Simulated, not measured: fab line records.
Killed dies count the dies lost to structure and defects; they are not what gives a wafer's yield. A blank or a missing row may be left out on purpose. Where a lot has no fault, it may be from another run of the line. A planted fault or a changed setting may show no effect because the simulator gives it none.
The tool behind it: which one? || flow sky130 || Sampling: 15 lots, 45 wafers, 5 of 708 route steps

WHAT THE GAUGES SHOWED, per wafer
SKY_VIA2_RS_MEAS_22: a four-point-probe measurement. Usual: VIA2_W_RS gives 0.274 ohm/sq (standard deviation 0.0034).
{"lot": "L836", "measured": "day 37 10:38", "on": "film-metro-01", "VIA2_W_RS (ohm/sq)": "0.271 0.273 0.272", "flag": ""}
{"lot": "L837", "measured": "day 37 16:55", "on": "film-metro-02", "VIA2_W_RS (ohm/sq)": "0.275 0.272 0.276", "flag": ""}
{"lot": "L839", "measured": "day 37 17:05", "on": "film-metro-04", "VIA2_W_RS (ohm/sq)": "0.277 0.270 0.278", "flag": ""}
{"lot": "L840", "measured": "day 37 19:03", "on": "film-metro-02", "VIA2_W_RS (ohm/sq)": "0.276 0.276 0.275", "flag": ""}
{"lot": "L841", "measured": "day 37 19:48", "on": "film-metro-04", "VIA2_W_RS (ohm/sq)": "0.270 0.277 0.276", "flag": ""}
{"lot": "L843", "measured": "day 38 15:53", "on": "film-metro-04", "VIA2_W_RS (ohm/sq)": "0.274 0.273 0.274", "flag": ""}
{"lot": "L845", "measured": "day 38 23:24", "on": "film-metro-01", "VIA2_W_RS (ohm/sq)": "0.270 0.274 0.269", "flag": ""}
{"lot": "L846", "measured": "day 39 10:26", "on": "film-metro-04", "VIA2_W_RS (ohm/sq)": "0.274 0.274 0.274", "flag": ""}
{"lot": "L848", "measured": "day 40 01:02", "on": "film-metro-02", "VIA2_W_RS (ohm/sq)": "0.269 0.274 0.269", "flag": ""}
{"lot": "L849", "measured": "day 40 02:34", "on": "film-metro-01", "VIA2_W_RS (ohm/sq)": "0.274 0.278 0.276", "flag": ""}
{"lot": "L850", "measured": "day 40 08:00", "on": "film-metro-01", "VIA2_W_RS (ohm/sq)": "0.278 0.271 0.273", "flag": ""}
{"lot": "L852", "measured": "day 41 06:38", "on": "film-metro-04", "VIA2_W_RS (ohm/sq)": "0.276 0.281 0.274", "flag": ""}
{"lot": "L854", "measured": "day 42 02:54", "on": "film-metro-02", "VIA2_W_RS (ohm/sq)": "0.277 0.276 0.275", "flag": ""}
{"lot": "L856", "measured": "day 42 08:47", "on": "film-metro-04", "VIA2_W_RS (ohm/sq)": "0.272 0.275 0.275", "flag": ""}
{"lot": "L857", "measured": "day 42 12:38", "on": "film-metro-01", "VIA2_W_RS (ohm/sq)": "0.274 0.273 0.271", "flag": ""}

SKY_METAL3_CD_MEAS_13 targets a cd of 300 nm. Usual: cd-nm at 300.6 nm, with a standard deviation of 1.3.
{"lot": "L836", "measured": "day 39 14:04", "on": "cd-sem-02", "cd-nm (nm)": "299.7 300.8 298.8", "flag": ""}
{"lot": "L837", "measured": "day 39 20:13", "on": "cd-sem-02", "cd-nm (nm)": "301.2 299.8 299.8", "flag": ""}
{"lot": "L839", "measured": "day 39 20:29", "on": "cd-sem-01", "cd-nm (nm)": "301.5 302.8 302.3", "flag": ""}
{"lot": "L840", "measured": "day 39 22:01", "on": "cd-sem-02", "cd-nm (nm)": "299.4 301.3 298.5", "flag": ""}
{"lot": "L841", "measured": "day 39 22:39", "on": "cd-sem-01", "cd-nm (nm)": "298.9 298.6 300.4", "flag": ""}
{"lot": "L843", "measured": "day 40 18:52", "on": "cd-sem-02", "cd-nm (nm)": "301.6 302.3 302.8", "flag": ""}
{"lot": "L845", "measured": "day 41 01:30", "on": "cd-sem-01", "cd-nm (nm)": "302.3 300.4 300.8", "flag": ""}
{"lot": "L846", "measured": "day 41 12:07", "on": "cd-sem-01", "cd-nm (nm)": "300.9 301.9 301.6", "flag": ""}
{"lot": "L848", "measured": "day 42 02:51", "on": "cd-sem-02", "cd-nm (nm)": "300.5 301.8 299.6", "flag": ""}
{"lot": "L849", "measured": "day 42 04:02", "on": "cd-sem-01", "cd-nm (nm)": "301.4 302.0 301.6", "flag": ""}
{"lot": "L850", "measured": "day 42 08:29", "on": "cd-sem-01", "cd-nm (nm)": "299.8 301.1 301.4", "flag": ""}
{"lot": "L852", "measured": "day 43 06:29", "on": "cd-sem-01", "cd-nm (nm)": "301.6 302.1 302.2", "flag": ""}
{"lot": "L854", "measured": "day 44 02:03", "on": "cd-sem-02", "cd-nm (nm)": "298.7 298.0 298.6", "flag": ""}
{"lot": "L856", "measured": "day 44 08:21", "on": "cd-sem-01", "cd-nm (nm)": "299.0 298.8 299.5", "flag": ""}
{"lot": "L857", "measured": "day 44 11:12", "on": "cd-sem-02", "cd-nm (nm)": "299.9 299.8 299.8", "flag": ""}

SKY_VIA3_THK_MEAS_01. Usual: VIA3_HDPCVD_THK gives 1625 nm (standard deviation 15).
{"lot": "L836", "measured": "day 39 15:19", "on": "film-metro-01", "VIA3_HDPCVD_THK (nm)": "1626 1660 1639", "flag": ""}
{"lot": "L837", "measured": "day 39 21:48", "on": "film-metro-03", "VIA3_HDPCVD_THK (nm)": "1640 1629 1643", "flag": ""}
{"lot": "L839", "measured": "day 39 21:46", "on": "film-metro-04", "VIA3_HDPCVD_THK (nm)": "1603 1612 1612", "flag": ""}
{"lot": "L840", "measured": "day 39 23:45", "on": "film-metro-03", "VIA3_HDPCVD_THK (nm)": "1623 1644 1620", "flag": ""}
{"lot": "L841", "measured": "day 39 23:53", "on": "film-metro-01", "VIA3_HDPCVD_THK (nm)": "1610 1613 1597", "flag": ""}
{"lot": "L843", "measured": "day 40 20:32", "on": "film-metro-04", "VIA3_HDPCVD_THK (nm)": "1618 1624 1619", "flag": ""}
{"lot": "L845", "measured": "day 41 02:52", "on": "film-metro-01", "VIA3_HDPCVD_THK (nm)": "1614 1593 1610", "flag": ""}
{"lot": "L846", "measured": "day 41 13:23", "on": "film-metro-04", "VIA3_HDPCVD_THK (nm)": "1626 1631 1614", "flag": ""}
{"lot": "L848", "measured": "day 42 04:08", "on": "film-metro-04", "VIA3_HDPCVD_THK (nm)": "1604 1614 1633", "flag": ""}
{"lot": "L849", "measured": "day 42 05:17", "on": "film-metro-03", "VIA3_HDPCVD_THK (nm)": "1617 1632 1628", "flag": ""}
{"lot": "L850", "measured": "day 42 09:44", "on": "film-metro-04", "VIA3_HDPCVD_THK (nm)": "1630 1617 1619", "flag": ""}
{"lot": "L852", "measured": "day 43 07:46", "on": "film-metro-04", "VIA3_HDPCVD_THK (nm)": "1620 1624 1625", "flag": ""}
{"lot": "L854", "measured": "day 44 03:26", "on": "film-metro-01", "VIA3_HDPCVD_THK (nm)": "1616 1605 1615", "flag": ""}
{"lot": "L856", "measured": "day 44 09:35", "on": "film-metro-03", "VIA3_HDPCVD_THK (nm)": "1609 1625 1617", "flag": ""}
{"lot": "L857", "measured": "day 44 12:26", "on": "film-metro-03", "VIA3_HDPCVD_THK (nm)": "1644 1638 1649", "flag": ""}

SKY_VIA3_BOW_MEAS_03. Usual: VIA3_BOW gives 80 um (standard deviation 7.6).
{"lot": "L836", "measured": "day 39 15:41", "on": "film-metro-01", "VIA3_BOW (um)": "82 94 77", "flag": ""}
{"lot": "L837", "measured": "day 39 22:10", "on": "film-metro-03", "VIA3_BOW (um)": "143 139 142", "flag": "OFF"}
{"lot": "L839", "measured": "day 39 22:08", "on": "film-metro-01", "VIA3_BOW (um)": "84 74 85", "flag": ""}
{"lot": "L840", "measured": "day 40 00:07", "on": "film-metro-03", "VIA3_BOW (um)": "140 152 149", "flag": "OFF"}
{"lot": "L841", "measured": "day 40 00:15", "on": "film-metro-04", "VIA3_BOW (um)": "118 132 126", "flag": "OFF"}
{"lot": "L843", "measured": "day 40 20:55", "on": "film-metro-03", "VIA3_BOW (um)": "97 80 84", "flag": ""}
{"lot": "L845", "measured": "day 41 03:14", "on": "film-metro-03", "VIA3_BOW (um)": "76 75 76", "flag": ""}
{"lot": "L846", "measured": "day 41 13:45", "on": "film-metro-04", "VIA3_BOW (um)": "74 86 73", "flag": ""}
{"lot": "L848", "measured": "day 42 04:29", "on": "film-metro-03", "VIA3_BOW (um)": "89 84 85", "flag": ""}
{"lot": "L849", "measured": "day 42 05:39", "on": "film-metro-01", "VIA3_BOW (um)": "70 76 84", "flag": ""}
{"lot": "L850", "measured": "day 42 10:06", "on": "film-metro-03", "VIA3_BOW (um)": "79 84 88", "flag": ""}
{"lot": "L852", "measured": "day 43 08:08", "on": "film-metro-04", "VIA3_BOW (um)": "79 98 88", "flag": ""}
{"lot": "L854", "measured": "day 44 03:47", "on": "film-metro-03", "VIA3_BOW (um)": "84 82 83", "flag": ""}
{"lot": "L856", "measured": "day 44 09:57", "on": "film-metro-01", "VIA3_BOW (um)": "67 84 75", "flag": ""}
{"lot": "L857", "measured": "day 44 12:48", "on": "film-metro-04", "VIA3_BOW (um)": "70 67 73", "flag": ""}

WHICH TOOL RAN EACH LOT (tool, then ch and the chambers of the sampled wafers, then the start)
{"lot": "L836", "SKY_VIA3_CMP_02": "cmp-02 ch 1,2,3, day 39 15:22"}
{"lot": "L837", "SKY_VIA3_CMP_02": "cmp-01 ch 1,2,3, day 39 21:57"}
{"lot": "L839", "SKY_VIA3_CMP_02": "cmp-02 ch 0,3, day 39 21:50"}
{"lot": "L840", "SKY_VIA3_CMP_02": "cmp-01 ch 0,1,3, day 39 23:48"}
{"lot": "L841", "SKY_VIA3_CMP_02": "cmp-02 ch 0,1, day 39 23:57"}
{"lot": "L843", "SKY_VIA3_CMP_02": "cmp-02 ch 0,1,2, day 40 20:38"}
{"lot": "L845", "SKY_VIA3_CMP_02": "cmp-01 ch 0,2, day 41 02:56"}
{"lot": "L846", "SKY_VIA3_CMP_02": "cmp-02 ch 2,3, day 41 13:26"}
{"lot": "L848", "SKY_VIA3_CMP_02": "cmp-01 ch 0,1,2, day 42 04:11"}
{"lot": "L849", "SKY_VIA3_CMP_02": "cmp-01 ch 0,2,3, day 42 05:27"}
{"lot": "L850", "SKY_VIA3_CMP_02": "cmp-02 ch 1,2, day 42 09:51"}
{"lot": "L852", "SKY_VIA3_CMP_02": "cmp-01 ch 0,1,3, day 43 07:56"}
{"lot": "L854", "SKY_VIA3_CMP_02": "cmp-01 ch 0,2,3, day 44 03:38"}
{"lot": "L856", "SKY_VIA3_CMP_02": "cmp-02 ch 0,3, day 44 09:42"}
{"lot": "L857", "SKY_VIA3_CMP_02": "cmp-02 ch 0,1,3, day 44 12:33"}
- SKY_VIA3_CMP_02: polishes SiO2.

AS READ BY THE TOOLS THEMSELVES (means over the sampled wafers that have a number; for cases with no such wafer, the mark the record gives instead)
SKY_VIA3_CMP_02. Usual: edge-zone-pressure-frac 0.999, standard deviation 0.0053; head-pressure-psi 4.000 psi, standard deviation 0.0085; motor-current-A 11.7 A, standard deviation 0.68.
{"lot": "L836", "tool": "cmp-02", "edge-zone-pressure-frac": 1.001, "head-pressure-psi (psi)": 4.001, "motor-current-A (A)": 11.6, "flag": ""}
{"lot": "L837", "tool": "cmp-01", "edge-zone-pressure-frac": "-", "head-pressure-psi (psi)": "-", "motor-current-A (A)": "-", "flag": "OFF"}
{"lot": "L839", "tool": "cmp-02", "edge-zone-pressure-frac": 0.995, "head-pressure-psi (psi)": 4.011, "motor-current-A (A)": 11.9, "flag": ""}
{"lot": "L840", "tool": "cmp-01", "edge-zone-pressure-frac": "-", "head-pressure-psi (psi)": "-", "motor-current-A (A)": "-", "flag": "OFF"}
{"lot": "L841", "tool": "cmp-02", "edge-zone-pressure-frac": "-", "head-pressure-psi (psi)": "-", "motor-current-A (A)": "-", "flag": "OFF"}
{"lot": "L843", "tool": "cmp-02", "edge-zone-pressure-frac": 0.997, "head-pressure-psi (psi)": 4.000, "motor-current-A (A)": 12.0, "flag": ""}
{"lot": "L845", "tool": "cmp-01", "edge-zone-pressure-frac": 0.998, "head-pressure-psi (psi)": 3.989, "motor-current-A (A)": 12.3, "flag": ""}
{"lot": "L846", "tool": "cmp-02", "edge-zone-pressure-frac": 1.003, "head-pressure-psi (psi)": 3.987, "motor-current-A (A)": 11.2, "flag": ""}
{"lot": "L848", "tool": "cmp-01", "edge-zone-pressure-frac": 1.000, "head-pressure-psi (psi)": 4.003, "motor-current-A (A)": 12.0, "flag": ""}
{"lot": "L849", "tool": "cmp-01", "edge-zone-pressure-frac": 1.003, "head-pressure-psi (psi)": 3.992, "motor-current-A (A)": 11.5, "flag": ""}
{"lot": "L850", "tool": "cmp-02", "edge-zone-pressure-frac": 0.996, "head-pressure-psi (psi)": 4.012, "motor-current-A (A)": 11.9, "flag": ""}
{"lot": "L852", "tool": "cmp-01", "edge-zone-pressure-frac": 1.001, "head-pressure-psi (psi)": 4.001, "motor-current-A (A)": 11.7, "flag": ""}
{"lot": "L854", "tool": "cmp-01", "edge-zone-pressure-frac": 1.001, "head-pressure-psi (psi)": 4.000, "motor-current-A (A)": 11.7, "flag": ""}
{"lot": "L856", "tool": "cmp-02", "edge-zone-pressure-frac": 0.995, "head-pressure-psi (psi)": 4.006, "motor-current-A (A)": 11.3, "flag": ""}
{"lot": "L857", "tool": "cmp-02", "edge-zone-pressure-frac": 0.999, "head-pressure-psi (psi)": 3.999, "motor-current-A (A)": 12.0, "flag": ""}

THE ANSWER, worked out from the rows above alone
Rule: take the mean of a lot's wafers that have a number; if it is more than 3 standard deviations from the usual mean, the lot is off. A lot without any number at a reading at which 4 lots or more have one is off too. All remaining lots with rows at the step are treated as sound. Order of review: gauges by route order, followed by the tools' own readings, for which a lot's mean as printed above is used. At the first step where some lot is off, the reading lying furthest off is the one used; lots without a number count as furthest.
Off: L837, L840, L841, seen at SKY_VIA3_BOW_MEAS_03 (VIA3_BOW).
If a tool, at a process step before that reading, ran all the lots that are off and no sound lot after the first of them, it fits. The gauges at SKY_VIA3_BOW_MEAS_03 aren't tried: what is off there is off at SKY_VIA3_CMP_02 too, on other tools, and a gauge's error can't cause that. No candidate that was tried fits.

WHAT HAD BEEN PUT IN BY THE SIMULATOR
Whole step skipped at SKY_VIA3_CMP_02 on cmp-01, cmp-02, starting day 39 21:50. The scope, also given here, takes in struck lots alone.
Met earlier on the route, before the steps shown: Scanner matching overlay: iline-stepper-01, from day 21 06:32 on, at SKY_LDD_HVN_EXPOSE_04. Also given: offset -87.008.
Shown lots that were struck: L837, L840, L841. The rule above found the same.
